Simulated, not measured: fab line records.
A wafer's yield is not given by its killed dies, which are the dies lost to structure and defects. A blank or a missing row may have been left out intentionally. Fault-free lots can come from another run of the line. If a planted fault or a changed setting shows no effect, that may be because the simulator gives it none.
Chamber matching    flow gf180mcu    GF_V2_CMP_04 on cmp-01 has 4 sister chambers
The step polishes SiO2. 8 wafers are shown with their chamber, then 8 later ones without.

WAFERS WITH THEIR CHAMBER
wafer   chamber  motor_current_A (A)  time_to_endpoint_s (s)
L400.6  1        11.0                 86
L402.4  3        10.8                 86
L408.3  2        10.9                 80
L408.4  3        10.2                 85
L413.2  2        10.4                 76
L413.4  0        11.3                 80
L413.5  0        11.1                 67
L414.1  1        12.1                 80

WAFERS WHOSE CHAMBER IS MISSING
wafer   motor_current_A (A)  time_to_endpoint_s (s)
L414.2  10.8                 83
L414.4  11.4                 91
L419.1  10.7                 84
L419.2  11.1                 82
L419.4  10.7                 80
L421.1  10.5                 83
L421.2  12.2                 81
L421.5  11.9                 88

WHICH CHAMBER EACH WENT THROUGH
wafer   from the rows above                in truth
L414.2  can't be placed: 3 or 2 or 1 or 0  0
L414.4  can't be placed: 1 or 3 or 2 or 0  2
L419.1  can't be placed: 3 or 2 or 1 or 0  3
L419.2  can't be placed: 1 or 2 or 3 or 0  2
L419.4  can't be placed: 2 or 3 or 0 or 1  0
L421.1  can't be placed: 3 or 2 or 1 or 0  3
L421.2  can't be placed: 1 or 0 or 2       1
L421.5  can't be placed: 1 or 3 or 0       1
Correct placement for 0 of the 8. These rows do not allow placing 8 (true chamber among the candidates in 8). Placed wrongly: 0.
How it was worked out, from the rows above alone: a wafer's distance from a chamber is the root of the sum, over the readings, of the square of ((its reading less the chamber's mean) divided by the reading's scatter). If the next closest chamber is less than 2 further off than the closest, the wafer can't be placed; otherwise it belongs to the closest. A chamber's mean is the mean of its shown wafers. How the scatter is found: for the shown wafers, subtract from each reading the mean of its chamber, square and add these, divide the total by (wafers less chambers), then take the root.
